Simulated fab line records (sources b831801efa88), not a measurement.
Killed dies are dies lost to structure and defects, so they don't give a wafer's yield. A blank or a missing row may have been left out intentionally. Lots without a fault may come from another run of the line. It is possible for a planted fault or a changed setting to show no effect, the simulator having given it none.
The tool behind it: which one?    flow gf180mcu    13 lots, 39 wafers sampled, at 4 steps of a route of 602

== WHAT EACH GAUGE READ, for each wafer ==
GF_PASSIVATION_THK_MEAS_01. Usual: PASSIVATION_CVD_00_THK typically reads 989 nm, with standard deviation 15.
lot   measured      on             PASSIVATION_CVD_00_THK (nm)  flag
L131  day 28 23:03  film metro-01  990 1028 1001                
L132  day 29 06:47  film metro-04  983 1012 967                 
L133  day 29 07:20  film metro-03  969 1000 993                 
L135  day 29 21:51  film metro-04  979 1008 1009                
L134  day 29 22:29  film metro-01  991 984 1016                 
L136  day 30 09:58  film metro-03  990 981 998                  
L137  day 30 14:31  film metro-03  964 964 993                  
L138  day 30 17:59  film metro-01  1003 1019 995                
L140  day 31 08:18  film metro-01  962 970 1007                 
L142  day 32 00:46  film metro-04  982 1002 1005                
L149  day 33 17:53  film metro-03  986 972 989                  
L151  day 34 03:20  film metro-04  992 992 1006                 
L152  day 34 05:32  film metro-04  976 992 1012                 

== WHICH TOOL RAN EACH LOT (tool, then ch and the chambers of the sampled wafers, then the start) ==
lot   GF_V5_CVD_23                   GF_TOP_METAL_SPUTTER_01       GF_TOP_METAL_METAL_ETCH_16
L131  cvd w-01 ch 0,1, day 28 02:11  pvd sputter-03, day 28 02:50  rie metal-03 ch 0,1, day 28 22:17
L132  cvd w-02 ch 0,1, day 28 09:11  pvd sputter-02, day 28 09:53  rie metal-02 ch 0, day 29 05:47
L133  cvd w-01 ch 0,1, day 28 10:15  pvd sputter-02, day 28 10:56  rie metal-01 ch 0,1, day 29 06:30
L135  cvd w-02 ch 0,1, day 29 00:50  pvd sputter-03, day 29 01:29  rie metal-02 ch 0,1, day 29 21:05
L134  cvd w-01 ch 0,1, day 29 02:05  pvd sputter-04, day 29 02:46  rie metal-01 ch 0,1, day 29 21:40
L136  cvd w-02 ch 0,1, day 29 13:05  pvd sputter-02, day 29 13:47  rie metal-03 ch 0,1, day 30 09:05
L137  cvd w-02 ch 0,1, day 29 18:11  pvd sputter-03, day 29 18:53  rie metal-02 ch 0,1, day 30 13:16
L138  cvd w-02 ch 0,1, day 29 21:41  pvd sputter-04, day 29 22:20  rie metal-02 ch 0,1, day 30 16:49
L140  cvd w-02 ch 0,1, day 30 12:16  pvd sputter-02, day 30 12:57  rie metal-02 ch 0,1, day 31 07:26
L142  cvd w-01 ch 0,1, day 31 06:03  pvd sputter-04, day 31 06:50  rie metal-03 ch 0,1, day 31 23:54
L149  cvd w-01 ch 1, day 33 00:37    pvd sputter-04, day 33 01:18  rie metal-02 ch 0,1, day 33 17:00
L151  cvd w-02 ch 0,1, day 33 10:44  pvd sputter-03, day 33 11:26  rie metal-02 ch 0,1, day 34 02:30
L152  cvd w-02 ch 1, day 33 12:37    pvd sputter-04, day 33 13:22  rie metal-02 ch 0,1, day 34 04:41
- GF_V5_CVD_23: deposits W, target thk 350 nm, time 104.9 s.
- GF_TOP_METAL_SPUTTER_01: material TiN, target thk 30 nm, time 25 s.
- GF_TOP_METAL_METAL_ETCH_16: etches the open film in Cl2/BCl3, stops on SiO2, target depth 1197 nm, time 199.5 s.

== AS READ BY THE TOOLS THEMSELVES (means over the sampled wafers that have a number; for cases with no such wafer, the mark the record gives instead) ==
GF_V5_CVD_23. Usual: heater power w at 921 W, with a standard deviation of 77.
lot   tool      heater power w (W)  flag
L131  cvd w-01  809                 
L132  cvd w-02  939                 
L133  cvd w-01  816                 
L135  cvd w-02  973                 
L134  cvd w-01  883                 
L136  cvd w-02  952                 
L137  cvd w-02  945                 
L138  cvd w-02  973                 
L140  cvd w-02  975                 
L142  cvd w-01  873                 
L149  cvd w-01  925                 
L151  cvd w-02  938                 
L152  cvd w-02  923                 

GF_TOP_METAL_SPUTTER_01. Usual: throttle valve pct at 30.4 %, with a standard deviation of 1.1.
lot   tool            throttle valve pct (%)  flag
L131  pvd sputter-03  29.7                    
L132  pvd sputter-02  30.5                    
L133  pvd sputter-02  29.9                    
L135  pvd sputter-03  30.3                    
L134  pvd sputter-04  30.1                    
L136  pvd sputter-02  31.1                    
L137  pvd sputter-03  29.6                    
L138  pvd sputter-04  30.5                    
L140  pvd sputter-02  30.3                    
L142  pvd sputter-04  29.2                    
L149  pvd sputter-04  31.9                    
L151  pvd sputter-03  29.9                    
L152  pvd sputter-04  30.7                    

GF_TOP_METAL_METAL_ETCH_16. Usual: drypump motor current A 5.7 A, standard deviation 0.42; mfc cl2 sccm 79.97 sccm, standard deviation 0.22; oes product au 0.987 a.u., standard deviation 0.0076; throttle valve pct 28.234 %, standard deviation 0.011.
lot   tool          drypump motor current A (A)  mfc cl2 sccm (sccm)  oes product au (a.u.)  throttle valve pct (%)  flag
L131  rie metal-03  5.3                          79.85                0.983                  28.233                  
L132  rie metal-02  6.0                          80.05                0.982                  28.236                  
L133  rie metal-01  6.1                          79.85                0.988                  28.225                  
L135  rie metal-02  5.7                          79.95                0.989                  28.238                  
L134  rie metal-01  6.1                          79.80                0.994                  28.230                  
L136  rie metal-03  5.3                          79.93                0.983                  28.230                  
L137  rie metal-02  5.8                          80.05                0.996                  28.237                  
L138  rie metal-02  5.7                          79.99                0.992                  28.236                  
L140  rie metal-02  5.9                          80.04                0.987                  28.228                  
L142  rie metal-03  5.2                          79.82                0.989                  28.241                  
L149  rie metal-02  5.9                          79.99                0.987                  28.237                  
L151  rie metal-02  5.7                          80.04                0.986                  28.246                  
L152  rie metal-02  5.7                          79.85                0.988                  28.223                  

== THE ANSWER, worked out from the rows above alone ==
Rule: a lot is off if the mean of its wafers that have a number lies more than 3 standard deviations from the usual mean. Also off: a lot with no number at a reading for which 4 or more lots have one. All remaining lots with rows at the step are treated as sound. The gauges are gone through in route order, then the tools' own readings, and for those a lot's mean is taken as printed above. The first step at which some lot is off is used, and at that step the reading that is off furthest; a lot without a number counts as furthest.
No lot is off at any reading shown: from this, nothing can be told.

== WHAT THE SIMULATOR HAD INSERTED ==
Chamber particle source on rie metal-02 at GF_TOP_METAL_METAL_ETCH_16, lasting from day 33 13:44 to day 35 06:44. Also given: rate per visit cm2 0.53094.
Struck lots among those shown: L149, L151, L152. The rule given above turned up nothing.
